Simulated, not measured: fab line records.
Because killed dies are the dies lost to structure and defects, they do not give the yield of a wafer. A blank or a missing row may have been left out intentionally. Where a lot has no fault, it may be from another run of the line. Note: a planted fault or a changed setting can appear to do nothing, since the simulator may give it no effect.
A struck lot beside a sound one | flow gf180mcu | 14 steps out of a route of 602
Sound: wafers L342.2, L342.3, L342.5. The struck wafers were L348.2, L348.3, L348.4. The cause is given at the end.
For every step that has rows: the tool of each side, followed by ch and its chambers, followed by its first start. Under that, the readings that differ: sound wafers | struck wafers | difference of the means | sigmas: that difference in standard deviations of wafers without a fault.
alike: same words and numbers on both sides, and readings whose means sit less than 2 such deviations apart. not compared: any withheld reading, any reading some wafer has no value for, any bound like >300 that may hide the same value, and any number with overlapping values for which the record gives no deviation.
The two part at a step that has a row with sigmas, a row that says differs or no value, or rows on one side only. Numbers that have no deviation but don't overlap get no sigmas and don't part them. A reading that every wafer of one side lacks parts them only if that side has two wafers or more.

first, 3 steps without rows for these wafers: GF_NWELL_EXPOSE_04 (exposes mask Nwell, target cd 860 nm); GF_NWELL_PEB_05; GF_NWELL_DEVELOP_06 (develop time 60 s).
GF_NWELL_OVL_MEAS_07:
  sound on overlay-01, day 5 19:55; struck on overlay-02, day 7 04:01
  alike: NWELL_OVL
then, 2 steps without rows for these wafers: GF_NWELL_IMPLANT_08; GF_NWELL_IMPLANT_09.
GF_NWELL_STRIP_10: strips in O2/N2.
  sound on plasma-asher-02 ch 0,1, day 5 20:15; struck on plasma-asher-04 ch 0,1, day 7 04:21
  alike: drypump-motor-current-A, heater-power-w, o2-flow-sccm, oes-product-au, strip-time-to-endpoint-s
  not compared: rf-hours-counter-h
GF_NWELL_TW_MEAS_11:
  sound on film-metro-01, day 5 20:22; struck on film-metro-02, day 7 04:28
  alike: NWELL_TW
then, 4 steps without rows for these wafers: GF_LVPWELL_DEHYDRATE_00 (time 60 s); GF_LVPWELL_HMDS_01 (prime time 60 s); GF_LVPWELL_COAT_02 (resist thk 3000 nm); GF_LVPWELL_SOFTBAKE_03.
GF_LVPWELL_EXPOSE_04: exposes mask LVPWELL, target cd 600 nm.
  sound on iline-stepper-01 ch 0, day 6 03:32; struck on iline-stepper-02, day 7 12:58
  no value came back on the struck wafers for exposure-dose-mJ-cm2, focus-offset-nm (nm), stage-vel-mm-s (mm/s); on the sound wafers exposure-dose-mJ-cm2 reads 256.04 255.69 255.84
  alike: mask
after that, 1 step had no rows for these wafers: GF_LVPWELL_PEB_05.

## WHERE THEY PART
Only at GF_LVPWELL_EXPOSE_04, as far as this record shows.

WHY: what the simulator had put in
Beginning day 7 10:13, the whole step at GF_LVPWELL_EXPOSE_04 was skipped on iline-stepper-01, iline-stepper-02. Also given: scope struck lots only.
